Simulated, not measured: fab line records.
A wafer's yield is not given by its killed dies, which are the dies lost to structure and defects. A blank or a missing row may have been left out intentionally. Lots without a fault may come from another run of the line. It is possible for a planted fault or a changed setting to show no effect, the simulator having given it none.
Matching of chambers / flow sky130 / rie si-01 running SKY_FIELD_ISO_ETCH_17: 4 sister chambers
The step etches Si in HBr/Cl2/O2, target depth 342 nm, time 97.7 s. 4 wafers are shown with their chamber, then 7 later ones without.

== EACH WAFER AND ITS CHAMBER ==
wafer=L371.4; chamber=0; drypump motor current A (A)=5.73
wafer=L373.6; chamber=1; drypump motor current A (A)=5.77
wafer=L380.3; chamber=3; drypump motor current A (A)=5.07
wafer=L380.4; chamber=2; drypump motor current A (A)=5.26

== WAFERS MISSING THEIR CHAMBER ==
wafer=L380.6; drypump motor current A (A)=5.74
wafer=L384.1; drypump motor current A (A)=5.77
wafer=L384.5; drypump motor current A (A)=5.08
wafer=L384.6; drypump motor current A (A)=5.27
wafer=L387.1; drypump motor current A (A)=5.74
wafer=L387.3; drypump motor current A (A)=5.74
wafer=L387.5; drypump motor current A (A)=5.76

== WHICH CHAMBER EACH ONE RAN IN ==
wafer=L380.6; from the rows above=0; in truth=0
wafer=L384.1; from the rows above=1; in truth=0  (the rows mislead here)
wafer=L384.5; from the rows above=3; in truth=3
wafer=L384.6; from the rows above=2; in truth=2
wafer=L387.1; from the rows above=0; in truth=0
wafer=L387.3; from the rows above=0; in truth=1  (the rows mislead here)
wafer=L387.5; from the rows above=1; in truth=1
Placed correctly: 5 of 7. Can't be placed from these rows: 0. Number placed wrongly: 2.
How it was worked out, from the rows above alone: a wafer's distance from a chamber is the root of the sum, over the readings, of the square of ((its reading less the chamber's mean) divided by the reading's scatter). If the next closest chamber is less than 2 further off than the closest, the wafer can't be placed; otherwise it belongs to the closest. A chamber's mean is the mean of its shown wafers. The scatter: with one shown wafer a chamber, the root of the mean of the squares of how far each hidden wafer lies from its nearest shown one.
